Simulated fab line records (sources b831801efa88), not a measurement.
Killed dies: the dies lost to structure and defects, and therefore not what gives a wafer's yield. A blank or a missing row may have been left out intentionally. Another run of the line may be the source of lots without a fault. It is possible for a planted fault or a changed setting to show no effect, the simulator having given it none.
Which tool was responsible? -- flow gf180mcu -- 42 wafers from 14 lots sampled at 5 of the route's 602 steps

WHAT EACH GAUGE READ, for each wafer
GF_STI_THK_MEAS_30. Usual: STI_OXIDATION_02_THK typically reads 9.91 nm, with standard deviation 0.15.
lot,measured,on,STI_OXIDATION_02_THK (nm),flag
L393,day 2 06:23,filmMetro-02,9.79 10.04 9.90,
L394,day 2 11:08,filmMetro-02,9.93 9.76 9.83,
L395,day 2 16:33,filmMetro-01,9.71 9.90 9.88,
L398,day 3 08:43,filmMetro-01,10.05 9.83 10.03,
L399,day 3 12:41,filmMetro-03,10.04 10.01 9.92,
L404,day 4 15:55,filmMetro-03,10.01 9.69 9.81,
L405,day 4 20:29,filmMetro-02,10.05 9.98 10.01,
L406,day 5 01:55,filmMetro-02,9.95 10.10 9.98,
L407,day 5 06:55,filmMetro-01,10.00 10.25 10.10,
L409,day 5 16:42,filmMetro-03,9.63 9.81 9.71,
L411,day 6 03:52,filmMetro-01,9.94 9.93 9.99,
L412,day 6 07:55,filmMetro-01,9.75 9.98 9.85,
L415,day 6 23:38,filmMetro-01,9.64 9.71 9.71,
L416,day 7 03:44,filmMetro-01,9.95 9.62 9.92,

GF_LVPWELL_OVL_MEAS_07. Usual: LVPWELL_OVL typically reads -0.4 nm, with standard deviation 1.3.
lot,measured,on,LVPWELL_OVL (nm),flag
L393,day 3 20:41,overlay-01,1.1 1.1 2.0,
L394,day 4 01:05,overlay-01,-2.5 -0.2 0.4,
L395,day 4 07:13,overlay-02,-1.0 -0.9 -2.8,
L398,day 5 01:05,overlay-02,-0.2 -1.7 -2.3,
L399,day 5 05:53,overlay-01,-1.4 -1.4 -1.6,
L404,day 6 11:16,overlay-02,- - -,OFF
L405,day 6 16:04,overlay-01,- - -,OFF
L406,day 6 20:52,overlay-02,-0.6 -2.5 -1.3,
L407,day 7 04:14,overlay-01,0.9 0.4 -0.9,
L409,day 7 14:17,overlay-01,0.8 0.4 0.3,
L411,day 8 03:17,overlay-02,0.2 0.6 1.3,
L412,day 8 07:20,overlay-02,0.5 -1.7 -0.9,
L415,day 9 01:15,overlay-01,-1.4 -0.7 0.0,
L416,day 9 04:20,overlay-01,0.4 0.0 1.6,

GF_MVPSD_OVL_MEAS_07. Usual: MVPSD_OVL typically reads 0.3 nm, with standard deviation 1.3.
lot,measured,on,MVPSD_OVL (nm),flag
L393,day 4 23:47,overlay-01,-1.8 -0.5 -1.0,
L394,day 5 05:11,overlay-01,1.1 0.5 0.6,
L395,day 5 12:04,overlay-01,-1.2 -0.5 1.2,
L398,day 6 06:09,overlay-01,2.6 0.9 3.6,
L399,day 6 11:11,overlay-01,1.3 0.1 2.1,
L404,day 7 19:34,overlay-02,-0.3 1.1 0.7,
L405,day 7 23:38,overlay-01,0.0 0.8 1.0,
L406,day 8 04:44,overlay-01,1.3 -0.9 1.8,
L407,day 8 12:41,overlay-01,2.8 1.5 0.7,
L409,day 9 00:17,overlay-02,0.7 -0.4 1.0,
L411,day 9 13:12,overlay-01,1.2 0.7 -0.1,
L412,day 9 18:35,overlay-01,-0.4 -0.2 0.1,
L415,day 10 12:39,overlay-02,3.4 2.2 1.4,
L416,day 10 16:08,overlay-01,3.0 1.0 -0.5,

WHAT TOOL EACH LOT RAN ON (gives the tool, then ch and the chambers of the sampled wafers, and finally the start)
lot,GF_DNWELL_STRIP_08,GF_LVPWELL_DEVELOP_06
L393,"plasmaAsher-01 ch 0,1, day 2 19:23","lithoTrack-01 ch 0, day 3 20:00"
L394,"plasmaAsher-04 ch 0, day 2 22:59","lithoTrack-03 ch 0, day 4 00:00"
L395,"plasmaAsher-02 ch 0,1, day 3 05:35","lithoTrack-02 ch 0, day 4 07:00"
L398,"plasmaAsher-01 ch 0,1, day 3 21:49","lithoTrack-03 ch 0, day 5 00:00"
L399,"plasmaAsher-01 ch 0,1, day 4 02:31","lithoTrack-03 ch 0, day 5 05:00"
L404,"plasmaAsher-02 ch 0,1, day 5 05:59","lithoTrack-02 ch 0, day 6 11:00"
L405,"plasmaAsher-02 ch 0,1, day 5 10:17","lithoTrack-02 ch 0, day 6 15:00"
L406,"plasmaAsher-02 ch 0,1, day 5 15:38","lithoTrack-03 ch 0, day 6 20:00"
L407,"plasmaAsher-02 ch 0,1, day 5 21:11","lithoTrack-01 ch 0, day 7 04:00"
L409,"plasmaAsher-01 ch 0,1, day 6 07:18","lithoTrack-01 ch 0, day 7 14:00"
L411,"plasmaAsher-02 ch 0,1, day 6 19:07","lithoTrack-03 ch 0, day 8 03:00"
L412,"plasmaAsher-01 ch 0,1, day 6 22:47","lithoTrack-01 ch 0, day 8 07:00"
L415,"plasmaAsher-01 ch 0,1, day 7 15:06","lithoTrack-01 ch 0, day 9 01:00"
L416,"plasmaAsher-04 ch 0,1, day 7 19:44","lithoTrack-03 ch 0, day 9 04:00"
- GF_DNWELL_STRIP_08: strips in O2/N2.
- GF_LVPWELL_DEVELOP_06: develop time 60 s.

WHAT THE TOOLS THEMSELVES READ (means of the sampled wafers that have a number; where no wafer has one, the mark that the record gives instead)
GF_DNWELL_STRIP_08. Usual: drypumpMotorCurrentA 5.50 A, standard deviation 0.23; heaterPowerW 354 W, standard deviation 34; oesProductAu 0.723 a.u., standard deviation 0.0043; stripTimeToEndpointS 36.99 s, standard deviation 0.1.
lot,tool,drypumpMotorCurrentA (A),heaterPowerW (W),oesProductAu (a.u.),stripTimeToEndpointS (s),flag
L393,plasmaAsher-01,5.32,344,0.723,36.99,
L394,plasmaAsher-04,6.01,364,0.724,37.04,
L395,plasmaAsher-02,5.63,355,0.720,37.02,
L398,plasmaAsher-01,5.43,347,0.722,37.19,
L399,plasmaAsher-01,5.42,346,0.723,37.00,
L404,plasmaAsher-02,5.58,386,0.721,37.00,
L405,plasmaAsher-02,5.59,388,0.718,37.06,
L406,plasmaAsher-02,5.58,365,0.727,36.92,
L407,plasmaAsher-02,5.57,386,0.722,36.92,
L409,plasmaAsher-01,5.33,364,0.719,37.02,
L411,plasmaAsher-02,5.61,362,0.722,37.07,
L412,plasmaAsher-01,5.42,341,0.719,36.75,
L415,plasmaAsher-01,5.34,364,0.725,37.09,
L416,plasmaAsher-04,5.55,314,0.725,37.04,

THE ANSWER, worked out from the rows above alone
Rule: lot off if the mean of its wafers having a number is beyond 3 standard deviations from the usual mean. Also off: a lot with no number at a reading for which 4 or more lots have one. Any other lot the step has rows for is counted as sound. After the gauges, taken in route order, come the tools' own readings; for these a lot's mean is taken, as printed above. The first step at which some lot is off is used, and at that step the reading that is off furthest; a lot without a number counts as furthest.
Off: L404, L405, seen at GF_LVPWELL_OVL_MEAS_07 (LVPWELL_OVL). Without a number there: L404, L405.
A tool fits if, at a process step before that reading, it ran every lot that is off, and no sound lot after the first of them. The gauges at GF_LVPWELL_OVL_MEAS_07 are tried like those tools. One candidate fits, namely lithoTrack-02 at GF_LVPWELL_DEVELOP_06. Its last sound lot is L395 (day 4 07:00), its first lot that is off L404 (day 6 11:00): a fault that began between those two fits.

WHAT THE SIMULATOR HAD INSERTED
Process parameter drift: lithoTrack-02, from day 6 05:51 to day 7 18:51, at GF_LVPWELL_DEVELOP_06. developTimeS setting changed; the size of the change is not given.
Lots struck among those shown: L404, L405. The rule above reached the same finding.
